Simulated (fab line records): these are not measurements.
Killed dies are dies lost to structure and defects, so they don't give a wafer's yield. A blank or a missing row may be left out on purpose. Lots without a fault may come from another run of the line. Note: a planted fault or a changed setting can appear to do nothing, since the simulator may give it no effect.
Chamber matching    flow gf180mcu    3 sister chambers for GF_V3_CVD_02 on pecvd-01
The step deposits SiO2 from TEOS, target thk 850 nm, time 94.851 s. 3 wafers are shown with their chamber, then 11 later ones without.

== EACH WAFER AND ITS CHAMBER ==
wafer   chamber  heater_power_w (W)
L083.6  0        561
L088.5  2        799
L090.1  1        683

== WAFERS WITH NO CHAMBER GIVEN ==
wafer   heater_power_w (W)
L090.5  543
L090.6  570
L091.1  571
L091.2  652
L091.6  705
L092.1  576
L092.4  654
L092.6  638
L093.2  709
L093.5  682
L093.6  585

== EACH ONE'S CHAMBER ==
wafer    from the rows above       in truth
L090.5   0                         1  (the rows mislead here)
L090.6   0                         0
L091.1   0                         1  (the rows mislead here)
L091.2   1                         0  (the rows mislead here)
L091.6   1                         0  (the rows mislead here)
L092.1   0                         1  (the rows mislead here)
L092.4   1                         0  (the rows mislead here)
L092.6   can't be placed: 1 or 0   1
L093.2   1                         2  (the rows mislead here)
L093.5   1                         1
L093.6   0                         0
Placed correctly: 3 of 11. These rows do not allow placing 1 (true chamber among the candidates in 1). Number placed wrongly: 7.
How it was worked out, from the rows above alone: a wafer's distance from a chamber is the root of the sum, over the readings, of the square of ((its reading less the chamber's mean) divided by the reading's scatter). The wafer belongs to the nearest chamber; if the next one is less than 2 further off, it can't be placed. For every chamber, the mean is computed from those of its wafers that are shown. The scatter: with one shown wafer a chamber, the root of the mean of the squares of how far each hidden wafer lies from its nearest shown one.
